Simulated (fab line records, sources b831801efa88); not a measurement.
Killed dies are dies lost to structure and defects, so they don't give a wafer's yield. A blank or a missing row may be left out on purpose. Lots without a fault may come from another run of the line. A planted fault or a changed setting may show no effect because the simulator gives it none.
A struck lot beside a sound one | flow sky130 | 18 steps out of a route of 708
Sound: wafers L219.1, L219.3, L219.4. Struck: wafers L235.3, L235.5, L235.6. The cause comes at the end.
At each step with rows: each side's tool, then ch and its chambers, then its first start. Under that, the readings that differ: sound wafers | struck wafers | difference of the means | sigmas: that difference in standard deviations of wafers without a fault.
alike: readings whose means differ by less than 2 such deviations, and words and numbers that are the same on both sides. not compared: withheld readings, readings that some wafer has no value for, bounds like >300 that may hide the same value, and numbers for which the record gives no deviation and whose values overlap.
The two part at a step that has a row with sigmas, a row that says differs or no value, or rows on one side only. Numbers that don't overlap but have no deviation are shown without sigmas and don't part them. A reading that every wafer of one side lacks parts them only if that side has two wafers or more.

first, 4 steps without rows for these wafers: SKY_POLY_CUT_SOFTBAKE_04 (time 90 s); SKY_POLY_CUT_EXPOSE_05 (exposes mask NPCM, target cd 270 nm); SKY_POLY_CUT_PEB_06; SKY_POLY_CUT_DEVELOP_07 (develop time 60 s).
SKY_POLY_CUT_CD_MEAS_08: target cd 270 nm.
  sound on cd_sem-02, day 25 03:00; struck on cd_sem-01, day 30 23:29
  alike: cd_nm
SKY_POLY_CUT_OVL_MEAS_09:
  sound on overlay-02, day 25 03:07; struck on overlay-02, day 30 23:34
  alike: POLY_CUT_OVL
SKY_POLY_CUT_ETCH_10: etches BARC in N2/H2, stops on SiO2, time 45.9 s, target depth 60 nm.
  sound on rie_diel-04 ch 0,2,3, day 25 03:10; struck on rie_diel-03 ch 0,1,2, day 30 23:36
  alike: drypump_motor_current_A, oes_product_au, throttle_valve_pct
  not compared: rf_hours_counter_h
SKY_POLY_CUT_ETCH_11: etches Si3N4 in CF4/CH2F2/Ar, stops on poly-Si, time 41.59 s, target depth 60 nm.
  sound on rie_diel-04 ch 0,2,3, day 25 03:12; struck on rie_diel-03 ch 0,1,2, day 30 23:38
  alike: drypump_motor_current_A, oes_product_au, throttle_valve_pct
  not compared: rf_hours_counter_h
SKY_POLY_CUT_STRIP_12: strips in O2/N2.
  sound on plasma_asher-03 ch 0,1, day 25 03:14; struck on plasma_asher-02 ch 0,1, day 30 23:43
  alike: drypump_motor_current_A, oes_product_au, strip_time_to_endpoint_s
  not compared: rf_hours_counter_h
then, 3 steps without rows for these wafers: SKY_SD_P_DEHYDRATE_00 (time 60 s); SKY_SD_P_HMDS_01 (prime time 60 s); SKY_SD_P_COAT_02 (resist thk 1140 nm).
SKY_SD_P_SOFTBAKE_03: time 60 s.
  sound on litho_track-02 ch 0, day 25 18:32; struck on litho_track-02 ch 0, day 31 14:08
  reading                  | sound             | struck            | difference | sigmas
  heater_power_total_W (W) | 56.61 56.57 56.54 | 53.48 53.57 53.51 | -3.05      | -68
  plate_temp_C (C)         | 90.11 89.91 90.12 | 86.48 86.46 86.62 | -3.53      | -32
then, 2 steps without rows for these wafers: SKY_SD_P_EXPOSE_04 (exposes mask PSDM, target cd 380 nm); SKY_SD_P_PEB_05.
SKY_SD_P_DEVELOP_06: develop time 60 s.
  sound on litho_track-01 ch 0, day 26 08:40; struck on litho_track-01 ch 0, day 32 04:01
  reading                                   | sound          | struck         | difference | sigmas
  model.NOVOLAK_of_SD_P_COAT_02.thk_nm (nm) | 1139 1138 1138 | 1148 1150 1150 | +11        |
SKY_SD_P_CD_MEAS_07: target cd 380 nm.
  sound on cd_sem-02, day 26 08:49; struck on cd_sem-01, day 32 04:09
  alike: cd_nm
-- the record jumps here: 18 days lie between the struck wafers' starts before and after (it left off in module SD_P and takes up again in module PAD_OPEN, whose first step shown is number 708 of the route) --
SKY_PAD_OPEN_PROBE_99:
  sound on prober-01, day 46 14:04; struck on prober-02, day 50 12:10
  alike: killed_at_M0_to_M3, killed_at_M4_up, killed_at_contacts, killed_at_front_end, killed_at_other, killed_dies, killed_open, killed_short

WHERE THEY PART
Only at SKY_SD_P_SOFTBAKE_03, within this record. Later steps at which nothing parts them and some readings are alike: SKY_SD_P_CD_MEAS_07, SKY_PAD_OPEN_PROBE_99.

WHY: what the simulator had put in
Process parameter drift: litho_track-02, from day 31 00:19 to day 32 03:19, at SKY_SD_P_SOFTBAKE_03. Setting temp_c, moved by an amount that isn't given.
